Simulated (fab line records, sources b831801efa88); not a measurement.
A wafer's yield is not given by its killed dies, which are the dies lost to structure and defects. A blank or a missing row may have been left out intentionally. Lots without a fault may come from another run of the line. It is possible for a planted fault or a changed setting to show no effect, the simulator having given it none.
Which tool was responsible? :: flow sky130 :: 6 lots (18 wafers sampled), 1 step of a 708-step route

WHAT EACH GAUGE READ, for each wafer
SKY_NWELL_OVL_MEAS_23.
lot: L998
measured: day 6 02:22
on: overlay-02
NWELL_01_OVL (nm): 0.1 -0.8 -0.3

lot: L101
measured: day 6 23:56
on: overlay-01
NWELL_01_OVL (nm): -1.1 -0.3 -0.6

lot: L103
measured: day 7 08:48
on: overlay-01
NWELL_01_OVL (nm): -3.0 -0.4 1.1

lot: L106
measured: day 8 00:35
on: overlay-02
NWELL_01_OVL (nm): -2.7 -0.8 -1.4

lot: L115
measured: day 10 12:01
on: overlay-02
NWELL_01_OVL (nm): 1.8 1.7 1.4

lot: L117
measured: day 11 08:40
on: overlay-02
NWELL_01_OVL (nm): -0.9 2.0 0.5

TOOL THAT RAN EACH LOT (tool first, then ch and the chambers of the sampled wafers, then the start)
Record: no process step prior to these readings.

THE ANSWER, worked out from the rows above alone
Rule: the lots themselves supply what counts as usual. Put in order of their means at a reading, lots are off if they are a third of the lots or fewer, leave a main group of 4 or more, and stand apart from it by a gap of 3 or more times the standard deviation of the main group's means; of several such gaps the widest counts. If all means in a main group match to the digits the tables above print for the reading, that group is not used. A lot without any number at a reading at which 4 lots or more have one is off too. The other lots that the step has rows for count as sound.
Across all readings shown, no lot is off: no conclusion can be drawn from this.

WHAT THE SIMULATOR PUT IN
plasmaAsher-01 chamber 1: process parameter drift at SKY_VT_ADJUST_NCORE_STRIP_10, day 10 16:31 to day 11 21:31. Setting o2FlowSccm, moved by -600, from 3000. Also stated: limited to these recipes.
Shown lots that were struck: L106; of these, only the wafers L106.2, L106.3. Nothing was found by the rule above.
